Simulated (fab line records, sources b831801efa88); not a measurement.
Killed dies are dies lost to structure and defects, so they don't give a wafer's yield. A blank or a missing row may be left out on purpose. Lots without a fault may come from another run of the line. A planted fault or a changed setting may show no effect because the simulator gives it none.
Which tool did it? | flow sky130 | 12 lots, 36 wafers sampled, at 4 steps of a route of 708

WHAT THE GAUGES READ, wafer by wafer
SKY_LDD_HVN_OVL_MEAS_07.
lot  | measured     | on         | LDD_HVN_OVL (nm)
L957 | day 21 08:25 | overlay-01 | 1.3 2.0 0.8
L958 | day 21 12:23 | overlay-01 | 1.7 1.4 2.0
L959 | day 21 18:49 | overlay-01 | -3.6 -3.5 -2.2
L960 | day 22 10:39 | overlay-02 | 2.2 1.2 1.8
L961 | day 22 21:53 | overlay-02 | 1.2 0.0 0.9
L963 | day 23 11:46 | overlay-02 | -1.7 0.0 -1.0
L966 | day 24 14:58 | overlay-01 | 1.8 1.2 -1.3
L967 | day 24 23:15 | overlay-01 | 1.8 -0.8 1.6
L970 | day 26 03:43 | overlay-02 | 3.2 1.8 1.4
L973 | day 27 03:48 | overlay-01 | -1.4 -0.6 -0.4
L977 | day 28 12:49 | overlay-02 | -0.9 1.2 -1.3
L978 | day 28 17:07 | overlay-01 | -1.9 -0.1 0.4

SKY_SD_P_CD_MEAS_07: target cd 380 nm.
lot  | measured     | on        | cd_nm (nm)
L957 | day 26 11:46 | cd_sem-02 | 384 382 384
L958 | day 26 15:56 | cd_sem-01 | 382 381 380
L959 | day 26 22:26 | cd_sem-01 | 381 378 380
L960 | day 27 12:19 | cd_sem-01 | 383 382 382
L961 | day 28 00:55 | cd_sem-01 | 382 385 383
L963 | day 28 13:08 | cd_sem-01 | 383 384 384
L966 | day 29 15:11 | cd_sem-02 | 384 384 385
L967 | day 29 22:42 | cd_sem-01 | 375 373 378
L970 | day 31 02:06 | cd_sem-02 | 374 377 376
L973 | day 32 01:06 | cd_sem-01 | 375 375 374
L977 | day 33 08:16 | cd_sem-02 | 382 381 381
L978 | day 33 12:06 | cd_sem-01 | 382 378 378

SKY_SD_N_CD_MEAS_07: target cd 380 nm.
lot  | measured     | on        | cd_nm (nm)
L957 | day 28 22:23 | cd_sem-02 | 379.9 380.6 380.1
L958 | day 29 02:24 | cd_sem-01 | 376.9 379.2 379.0
L959 | day 29 09:44 | cd_sem-02 | 383.7 382.5 381.5
L960 | day 29 23:00 | cd_sem-02 | 378.3 379.8 380.8
L961 | day 30 14:56 | cd_sem-01 | 378.4 379.0 378.2
L963 | day 30 22:11 | cd_sem-02 | 378.5 382.7 382.5
L966 | day 32 00:08 | cd_sem-02 | 379.0 379.9 379.7
L967 | day 32 06:13 | cd_sem-02 | 380.2 381.5 381.5
L970 | day 33 09:46 | cd_sem-02 | 382.6 380.9 381.5
L973 | day 34 07:43 | cd_sem-02 | 384.0 386.8 384.2
L977 | day 35 14:16 | cd_sem-02 | 382.6 386.1 384.2
L978 | day 35 17:26 | cd_sem-02 | 378.8 381.3 381.8

WHICH TOOL RAN EACH LOT (tool, then ch and the chambers of the sampled wafers, then the start)
lot  | SKY_SD_N_COAT_02
L957 | litho_track-02 ch 0, day 28 08:23
L958 | litho_track-02 ch 0, day 28 11:55
L959 | litho_track-04 ch 0, day 28 18:46
L960 | litho_track-01 ch 0, day 29 08:49
L961 | litho_track-01 ch 0, day 29 20:58
L963 | litho_track-01 ch 0, day 30 08:26
L966 | litho_track-04 ch 0, day 31 08:48
L967 | litho_track-02 ch 0, day 31 16:22
L970 | litho_track-04 ch 0, day 32 20:21
L973 | litho_track-01 ch 0, day 33 18:07
L977 | litho_track-02 ch 0, day 35 00:10
L978 | litho_track-04 ch 0, day 35 04:09
- SKY_SD_N_COAT_02: resist thk 1140 nm.

WHAT THE TOOLS THEMSELVES READ (means of the sampled wafers that have a number; where no wafer has one, the mark that the record gives instead)
The record holds no such reading with a usual standard deviation.

THE ANSWER, worked out from the rows above alone
Rule: what is usual is taken from the lots themselves. Put in order of their means at a reading, lots are off if they are a third of the lots or fewer, leave a main group of 4 or more, and stand apart from it by a gap of 3 or more times the standard deviation of the main group's means; of several such gaps the widest counts. A main group whose means are all the same, to the digits that the tables above print for the reading, isn't used. A lot without any number at a reading at which 4 lots or more have one is off too. The other lots that the step has rows for count as sound. The gauges are gone through in route order, then the tools' own readings, and for those a lot's mean is taken as printed above. The first step at which some lot is off is used, and at that step the reading that is off furthest; a lot without a number counts as furthest.
No lot is off at any reading shown: from this, nothing can be told.

WHAT THE SIMULATOR HAD PUT IN
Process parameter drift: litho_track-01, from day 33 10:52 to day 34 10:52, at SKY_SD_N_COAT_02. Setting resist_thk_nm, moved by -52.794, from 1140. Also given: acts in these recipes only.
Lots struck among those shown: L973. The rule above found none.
